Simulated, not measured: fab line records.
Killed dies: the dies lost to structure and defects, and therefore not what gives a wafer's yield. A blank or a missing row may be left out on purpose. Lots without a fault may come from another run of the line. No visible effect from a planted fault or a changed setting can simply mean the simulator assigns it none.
fab line records    flow sky130
[record] lots = 6  wafers = 18  lastDay = 49
route steps=708 shown CAP2M@605 PAD_OPEN@708
lots with no fault: from the same line, run without faults
startH: hours from the record's opening day to when the first of the lot's shown wafers began    waitH: how many hours have passed since the lot's step before this one    " repeats the value in the row above    L1.1+2: a row that stands for several wafers    - either no value or no given start    * or withheld: withheld    < > ~ a bound
route shown NAME@n: NAME is a module with steps in the file, n the number in the route of the first one    usual: the fault-free wafers' mean and standard deviation    same: alike in all rows    chamber/n: place in a boat    sites: the reading at each site    _std_site: standard deviation of those values    _edge_site: inner sites' mean taken away from outer sites' mean    radiusMm: how far each site lies from the wafer's centre    mask NAME#n: copy n    behind: tool/chamber where the wafer was last shaped    hold: why the lot was held/for how many hours/how that ended    device: the transistor (n, p or np) that didn't switch    end of line: the same wafers' tests at the end of the route    a step without rows: its recipe alone    killed: not the wafer's yield, but the dies lost to structure and defects at the first sort    map: dies across one wafer; x = killed, . = not, _ = none there
set.NAME: the setting the step ran with; set.NAME@STEP: the setting that earlier step ran with    model.NAME: the simulator's own value behind a step, which no gauge read
certain route steps with their lots: each step a table, each wafer a row
services: a tool's chamber out of use, with start hour (startH, from the record's first day; less than 0 if before it), hours out, and reason
[[steps]]
[step SKY_CAP2M_SPUTTER_02]
[recipe] material = TiN  targetThkNm = 200  tempC = 300  powerW = 6500  timeS = 166.7  chamberPressurePa = 0.4
[usual] chamberPressurePa = 0.4000/0.00075  substrateTempC = 300.00/0.18  susceptorTempC = 299.97/0.21  throttleValvePct = 30.1/1.1
lot.wafer  tool           chamber  startH   waitH  chamberPressurePa  substrateTempC  susceptorTempC  throttleValvePct
L128.1     pvdSputter-03  -        928.56   0.1    0.4012             300.22          300.16          29.5
L128.5     "              -        "        "      0.3993             300.16          300.22          30.8
L128.6     "              -        "        "      0.4005             300.10          300.10          28.7
L130.1     pvdSputter-02  -        938.92   0.1    0.4002             299.78          299.82          30.7
L130.2     "              -        "        "      0.3995             300.37          299.91          31.9
L130.5     "              -        "        "      0.4014             299.74          300.13          29.4
L133.3     pvdSputter-01  -        976.33   0.0    0.4003             300.42          300.29          28.9
L133.5     "              -        "        "      0.4005             300.18          300.16          29.0
L133.6     "              -        "        "      0.4009             300.05          299.98          29.8
L141.2     pvdSputter-03  -        1023.81  0.0    0.4006             300.29          300.19          28.8
L141.4     "              -        "        "      0.4003             299.73          299.80          31.0
L141.6     "              -        "        "      0.3994             299.67          299.78          30.8
L142.1     pvdSputter-01  -        1029.86  0.1    0.4002             300.16          299.79          30.9
L142.4     "              -        "        "      0.3994             300.08          299.82          29.1
L142.6     "              -        "        "      0.3998             300.12          299.67          29.2
L149.4     pvdSputter-01  -        1063.73  0.0    0.4002             300.05          299.69          29.1
L149.5     "              -        "        "      0.3998             299.73          299.92          29.0
L149.6     "              -        "        "      0.4009             300.26          299.80          29.1
[step SKY_CAP2M_RS_MEAS_03]
[recipe] thkMeasGauge = four-point-probe  reads = TiN_of_CAP2M_SPUTTER_02
[usual] CAP2M_TIN_RS = 6.96/0.087
lot.wafer  tool          chamber  startH   waitH  CAP2M_TIN_RS[ohm/sq]
L128.1     filmMetro-01  -        928.67   0.1    6.99
L128.5     "             -        "        "      6.88
L128.6     "             -        "        "      7.04
L130.1     filmMetro-03  -        939.02   0.1    6.91
L130.2     "             -        "        "      7.02
L130.5     "             -        "        "      6.89
L133.3     filmMetro-01  -        976.48   0.1    7.02
L133.5     "             -        "        "      7.00
L133.6     "             -        "        "      6.86
L141.2     filmMetro-01  -        1023.94  0.1    6.96
L141.4     "             -        "        "      6.87
L141.6     "             -        "        "      6.80
L142.1     filmMetro-01  -        1029.97  0.1    6.95
L142.4     "             -        "        "      6.93
L142.6     "             -        "        "      6.92
L149.4     filmMetro-03  -        1063.90  0.1    6.94
L149.5     "             -        "        "      6.99
L149.6     "             -        "        "      6.91
[step SKY_CAP2M_THK_MEAS_04]
[recipe] thkMeasGauge = xrf  reads = TiN_of_CAP2M_SPUTTER_02
[usual] CAP2M_TIN_THK = 198.2/2.7
lot.wafer  tool          chamber  startH   waitH  CAP2M_TIN_THK[nm]
L128.1     filmMetro-01  -        928.79   0.1    195.2
L128.5     "             -        "        "      197.7
L128.6     "             -        "        "      195.1
L130.1     filmMetro-03  -        939.14   0.1    201.6
L130.2     "             -        "        "      199.2
L130.5     "             -        "        "      201.3
L133.3     filmMetro-01  -        976.58   0.1    195.4
L133.5     "             -        "        "      195.8
L133.6     "             -        "        "      198.6
L141.2     filmMetro-01  -        1024.05  0.1    196.2
L141.4     "             -        "        "      200.4
L141.6     "             -        "        "      201.1
L142.1     filmMetro-01  -        1030.09  0.1    197.2
L142.4     "             -        "        "      197.7
L142.6     "             -        "        "      198.8
L149.4     filmMetro-03  -        1063.99  0.1    200.2
L149.5     "             -        "        "      198.8
L149.6     "             -        "        "      200.5
[step SKY_CAP2M_DEHYDRATE_05]
[recipe] tempC = 200  timeS = 60
[step SKY_CAP2M_HMDS_06]
[recipe] primeTimeS = 60  primeTempC = 120
[step SKY_CAP2M_COAT_07]
[recipe] resist = NOVOLAK  spinRpm = 3000  resistThkNm = 1140
[step SKY_CAP2M_SOFTBAKE_08]
[recipe] tempC = 90  timeS = 60  resist = NOVOLAK
[step SKY_CAP2M_EXPOSE_09]
[recipe] maskId = CAP2M  na = 0.6  sourceShape = conventional  sigmaOuter = 0.6  polarization = unpolarized  targetCdNm = 1000  doseMj = 159
[step SKY_CAP2M_PEB_10]
[recipe] tempC = withheld  timeS = *  resist = NOVOLAK
[step SKY_CAP2M_DEVELOP_11]
[recipe] resist = NOVOLAK  developer = TMAH  developTimeS = 60  devTempC = 23
[step SKY_CAP2M_OVL_MEAS_12]
[usual] CAP2M_OVL = 0.0/1.4
lot.wafer  tool        chamber  startH   waitH  CAP2M_OVL[nm]
L128.1     overlay-01  -        952.68   0.1    2.5
L128.5     "           -        "        "      1.1
L128.6     "           -        "        "      1.3
L130.1     overlay-02  -        962.41   0.1    0.8
L130.2     "           -        "        "      1.0
L130.5     "           -        "        "      0.0
L133.3     overlay-01  -        1000.12  0.1    1.3
L133.5     "           -        "        "      1.2
L133.6     "           -        "        "      0.6
L141.2     overlay-01  -        1045.46  0.1    0.6
L141.4     "           -        "        "      1.2
L141.6     "           -        "        "      0.4
L142.1     overlay-01  -        1051.36  0.1    0.5
L142.4     "           -        "        "      0.3
L142.6     "           -        "        "      -0.7
L149.4     overlay-02  -        1085.10  0.1    -0.2
L149.5     "           -        "        "      -0.7
L149.6     "           -        "        "      -1.1
[step SKY_CAP2M_METAL_ETCH_13]
[recipe] targetDepthNm = 220  stopOn = SiO2  chemistry = Cl2/BCl3  target = TiN  pressureMtorr = 10  icpW = 900  biasW = 48.5  Cl2_flow_sccm = 60  bcl3FlowSccm = 30  timeS = 62.9
[usual] drypumpMotorCurrentA = 5.77/0.23  oesProductAu = 0.937/0.0086  throttleValvePct = 21.903/0.011
lot.wafer  tool         chamber  startH   waitH  drypumpMotorCurrentA  oesProductAu  rfHoursCounterH  throttleValvePct
L128.1     rieMetal-03  0        952.71   0.0    5.96                  0.942         7                21.921
L128.5     "            0        "        "      5.98                  0.942         -                21.882
L128.6     "            0        "        "      6.00                  0.935         -                21.918
L130.1     rieMetal-01  0        962.44   0.0    5.83                  0.934         8                21.899
L130.2     "            1        "        "      5.21                  0.937         13               21.887
L130.5     "            1        "        "      5.20                  0.942         -                21.896
L133.3     rieMetal-04  1        1000.17  0.0    5.93                  0.924         -                21.917
L133.5     "            1        "        "      5.93                  0.927         -                21.914
L133.6     "            0        "        "      5.77                  0.954         -                21.920
L141.2     rieMetal-01  1        1045.49  0.0    5.22                  0.932         17               21.906
L141.4     "            0        "        "      5.81                  0.944         -                21.895
L141.6     "            0        "        "      5.81                  0.954         -                21.907
L142.1     rieMetal-03  0        1051.39  0.0    5.97                  0.942         13               21.889
L142.4     "            0        "        "      6.00                  0.938         -                21.901
L142.6     "            0        "        "      5.97                  0.941         -                21.903
L149.4     rieMetal-01  1        1085.14  0.0    5.21                  0.936         -                21.895
L149.5     "            0        "        "      5.82                  0.944         -                21.909
L149.6     "            1        "        "      5.22                  0.940         -                21.893
[step SKY_CAP2M_STRIP_14]
[recipe] chemistry = O2/N2  powerW = 1400  pressureMtorr = 1500  platenTempC = withheld  o2FlowSccm = 3000  n2FlowSccm = 300  overashFraction = 0.5
[usual] chamberPressureMTorr = 1499.7/1.3  drypumpMotorCurrentA = 5.6/0.35  oesProductAu = 0.711/0.0047  stripTimeToEndpointS = 12.64/0.049
lot.wafer  tool            chamber  startH   waitH  chamberPressureMTorr  drypumpMotorCurrentA  oesProductAu  rfHoursCounterH  stripTimeToEndpointS  model.NOVOLAK_of_CAP2M_COAT_07.thkNm
L128.1     plasmaAsher-01  1        952.87   0.1    1501.1                5.5                   0.712         109              12.68                 0
L128.5     "               1        "        "      1500.3                5.5                   0.714         -                12.63                 0
L128.6     "               0        "        "      1498.6                6.0                   0.720         -                12.68                 0
L130.1     plasmaAsher-01  1        962.52   0.1    -                     -                     -             -                -                     990.6
L130.2     "               0        "        "      -                     -                     -             -                -                     992
L130.5     "               0        "        "      -                     -                     -             -                -                     995.8
L133.3     plasmaAsher-01  0        1000.25  0.1    -                     -                     -             -                -                     986.6
L133.5     "               0        "        "      -                     -                     -             -                -                     987.7
L133.6     "               1        "        "      -                     -                     -             -                -                     992.5
L141.2     plasmaAsher-01  1        1045.57  0.1    1500.9                5.5                   0.716         119              12.61                 0
L141.4     "               0        "        "      1501.6                6.0                   0.719         -                12.61                 0
L141.6     "               1        "        "      1499.4                5.5                   0.710         -                12.64                 0
L142.1     plasmaAsher-01  1        1051.47  0.1    1499.5                5.5                   0.710         119              12.65                 0
L142.4     "               1        "        "      1500.2                5.5                   0.719         -                12.66                 0
L142.6     "               0        "        "      1498.8                6.0                   0.708         -                12.67                 0
L149.4     plasmaAsher-01  1        1085.23  0.1    1499.9                5.5                   0.708         -                12.64                 0
L149.5     "               1        "        "      1500.4                5.5                   0.721         -                12.64                 0
L149.6     "               0        "        "      1499.7                5.9                   0.712         -                12.64                 0
[step SKY_CAP2M_STRIP_15]
[recipe] chemistry = postEtchResidueRemover  timeS = 1200  tempC = 72.5
[step SKY_PAD_OPEN_PROBE_99]
[usual] killed_at_M0_to_M3 = 43/7.5  killed_at_M4_up = 2.8/1.8  killedAtContacts = 24/5.3  killedAtFrontEnd = 14/4.2  killedAtOther = 0.3/0.54  killedDies = 84/9.4  killedOnRim = 16/3.3  killedOpen = 46/7.1  killedShort = 38/6.6
[same] grossDies = 492  killedAtBackSide = 0
lot.wafer  tool       chamber  startH   waitH  killed_at_M0_to_M3  killed_at_M4_up  killedAtContacts  killedAtFrontEnd  killedAtOther  killedDies  killedOnRim  killedOpen  killedShort
L130.1     prober-01  -        1082.26  0.1    8                   0                3                 1                 476            488         94           9           3
L130.2     prober-01  -        1082.31  0.1    8                   0                3                 1                 477            489         94           5           7
L130.5     prober-01  -        1082.46  0.2    7                   0                4                 4                 475            490         95           9           6
L133.3     prober-02  -        1115.53  0.2    4                   0                5                 0                 480            489         96           5           4
L133.5     prober-02  -        1115.63  0.2    6                   0                5                 1                 478            490         94           8           4
L133.6     prober-02  -        1115.68  0.2    2                   1                5                 4                 480            492         96           6           6
L149.4     prober-02  -        1184.83  0.2    34                  3                29                11                0              77          10           40          35
L149.5     prober-02  -        1184.88  0.2    45                  2                29                6                 0              82          20           45          37
L149.6     prober-02  -        1184.93  0.2    38                  4                21                15                0              78          14           45          32
// killed by level:class
L130.1 CAP2M:plasmaStripResidue=476 VIA2:geometricParticle:open=5 CONTACT:geometricParticle:open=2 VIA1:geometricParticle:open=2 LOCAL_INTERCONNECT:geometricParticle:short=1 METAL2:geometricParticle:short=1 STARTING-WAFER:geometricParticle:short=1
L130.2 CAP2M:plasmaStripResidue=477 VIA1:geometricParticle:short=3 VIA1:geometricParticle:open=2 LOCAL_INTERCONNECT:geometricParticle:short=2 VIA2:geometricParticle:open=2 SONOS_ONO:geometricParticle:short=1 CONTACT:geometricParticle:open=1 METAL3:geometricParticle:short=1
L130.5 CAP2M:plasmaStripResidue=475 CONTACT:geometricParticle:open=3 POLY_GATE:geometricParticle:short=2 VIA3:geometricParticle:open=2 SONOS_ONO:geometricParticle:open=1 POLY_GATE:geometricParticle:open=1 CONTACT:geometricParticle:short=1 METAL1:geometricParticle:short=1
L133.3 CAP2M:plasmaStripResidue=480 CONTACT:geometricParticle:open=3 LI_CONTACT:geometricParticle:open=1 LOCAL_INTERCONNECT:geometricParticle:short=1 METAL1:geometricParticle:short=1 VIA1:geometricParticle:open=1 METAL2:geometricParticle:short=1 VIA3:geometricParticle:short=1
L133.5 CAP2M:plasmaStripResidue=478 LI_CONTACT:geometricParticle:open=4 VIA2:geometricParticle:open=2 VIA3:geometricParticle:short=1 POLY_GATE:geometricParticle:short=1 CONTACT:geometricParticle:open=1 METAL1:geometricParticle:short=1 VIA2:geometricParticle:short=1
L133.6 CAP2M:plasmaStripResidue=480 CONTACT:geometricParticle:open=3 POLY_GATE:geometricParticle:open=2 FIELD_ISO:geometricParticle:short=1 POLY_GATE:geometricParticle:short=1 LI_CONTACT:geometricParticle:open=1 LI_CONTACT:geometricParticle:short=1 METAL1:geometricParticle:short=1
L149.4 LI_CONTACT:geometricParticle:open=9 CONTACT:geometricParticle:short=8 CONTACT:geometricParticle:open=7 VIA2:geometricParticle:open=7 METAL2:geometricParticle:short=7 VIA1:geometricParticle:open=6 FIELD_ISO:geometricParticle:short=4 POLY_GATE:geometricParticle:open=3
L149.5 VIA1:geometricParticle:open=10 CONTACT:geometricParticle:open=9 LI_CONTACT:geometricParticle:open=8 VIA3:geometricParticle:open=8 CONTACT:geometricParticle:short=7 VIA3:geometricParticle:short=5 VIA2:geometricParticle:open=5 VIA2:geometricParticle:short=4
L149.6 VIA1:geometricParticle:open=12 FIELD_ISO:geometricParticle:open=6 CONTACT:geometricParticle:open=6 METAL2:geometricParticle:short=6 LI_CONTACT:geometricParticle:open=5 VIA2:geometricParticle:open=5 VIA3:geometricParticle:open=4 CONTACT:geometricParticle:short=4
// map L130.5 (x killed, . not)
__________xxxxxxxxxx_________
________xxxxxxxxxxxxxx_______
______xxxxxxxxxxxxxxxxxx_____
_____xxxxxxxxxxxxxxxxxxxx____
____xxxxxxxxxxxxxxxxxxxxxx___
___xxxxxxxxxxxxxxxxxxxxxxxx__
__xxxxxxxxxxxxxxxxxxxxxxxxxx_
_xxxxxxxxxxxxxxxxxxxxxxxxxxxx
_xxxxxxxxxxxxxxxxxxxxxxxxxxxx
_xxxxxxxxxxxxxxxxxxxxxxxx.xxx
_xxxxxxxxxxxxxxxxxxxxxxxxxxxx
_xxxxxxxxxxxxxxxxxxxxxxxxxxxx
_xxxxxxxxxxxxxxxxxxxxxxxxxxxx
_xxxxxxxxxxxxxxxxxxxxxxxxxxxx
_x.xxxxxxxxxxxxxxxxxxxxxxxxxx
__xxxxxxxxxxxxxxxxxxxxxxxxxx_
___xxxxxxxxxxxxxxxxxxxxxxxx__
____xxxxxxxxxxxxxxxxxxxxxx___
_____xxxxxxxxxxxxxxxxxxxx____
______xxxxxxxxxxxxxxxxxx_____
________xxxxxxxxxxxxxx_______
__________xxxxxxxxxx_________
// map L133.6 (x killed, . not)
__________xxxxxxxxxx_________
________xxxxxxxxxxxxxx_______
______xxxxxxxxxxxxxxxxxx_____
_____xxxxxxxxxxxxxxxxxxxx____
____xxxxxxxxxxxxxxxxxxxxxx___
___xxxxxxxxxxxxxxxxxxxxxxxx__
__xxxxxxxxxxxxxxxxxxxxxxxxxx_
_xxxxxxxxxxxxxxxxxxxxxxxxxxxx
_xxxxxxxxxxxxxxxxxxxxxxxxxxxx
_xxxxxxxxxxxxxxxxxxxxxxxxxxxx
_xxxxxxxxxxxxxxxxxxxxxxxxxxxx
_xxxxxxxxxxxxxxxxxxxxxxxxxxxx
_xxxxxxxxxxxxxxxxxxxxxxxxxxxx
_xxxxxxxxxxxxxxxxxxxxxxxxxxxx
_xxxxxxxxxxxxxxxxxxxxxxxxxxxx
__xxxxxxxxxxxxxxxxxxxxxxxxxx_
___xxxxxxxxxxxxxxxxxxxxxxxx__
____xxxxxxxxxxxxxxxxxxxxxx___
_____xxxxxxxxxxxxxxxxxxxx____
______xxxxxxxxxxxxxxxxxx_____
________xxxxxxxxxxxxxx_______
__________xxxxxxxxxx_________
[[services]]
tool            chamber  startH   hours  kind
pvdSputter-03   -        912.29   8.0    repair
rieMetal-03     1        940.72   12.7   repair
pvdSputter-01   -        966.11   4.5    repair
plasmaAsher-01  -        974.02   2.8    pm
pvdSputter-01   -        1003.80  1.2    repair
pvdSputter-03   -        1031.46  3.3    repair
rieMetal-04     -        1041.61  14.6   pm
plasmaAsher-01  -        1055.25  9.0    pm
plasmaAsher-01  0        1055.25  9.0    ventCycle
plasmaAsher-01  1        1055.25  9.0    ventCycle
plasmaAsher-01  -        1057.84  0.8    repair
plasmaAsher-01  0        1064.25  -      clean
plasmaAsher-01  1        1064.25  -      clean
rieMetal-01     -        1073.00  0.6    repair
[[key]]
[firstSign] step = SKY_CAP2M_STRIP_14  reading = toolRecord  direction = missing
[effect] step = SKY_PAD_OPEN_PROBE_99  reading = killedAtOther  direction = up  sigmas = 99+  usual = 0.3  struck = 477.7
[modelEffect] step = SKY_CAP2M_STRIP_14  value = NOVOLAK_of_CAP2M_COAT_07.thkNm  without = 0  struck = 990.8
metAt SKY_CAP2M_STRIP_14
struckWafers L130.1,L130.2,L130.5,L133.3,L133.5,L133.6
laterRowsLeftOut L130.1,L130.2,L130.5,L133.3,L133.5,L133.6
testerLeftOut L133
onsetBetween 952.87 962.52
[earlierFault] kind = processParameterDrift  tool = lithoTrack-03  chamber = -  onsetH = 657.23  steps = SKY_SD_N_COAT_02  channel = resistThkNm  offset = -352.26  shape = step  endH = 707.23  actsIn = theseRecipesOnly  stated = 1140
[fault] kind = skippedStepWhole  tool = plasmaAsher-01  chamber = -  onsetH = 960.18  steps = SKY_CAP2M_STRIP_14  scope = struckLotsOnly
// testerLeftOut: of these lots the tester's yield and bins aren't shown, on N5 and GAA mostly nor the transistor test; their killed dies are dies lost to structure and defects alone, not to doping, threshold or leakage, so they don't give the yield
// laterRowsLeftOut: the simulator's readings of these wafers behind a module that went badly wrong aren't trusted and aren't shown, but for the sort
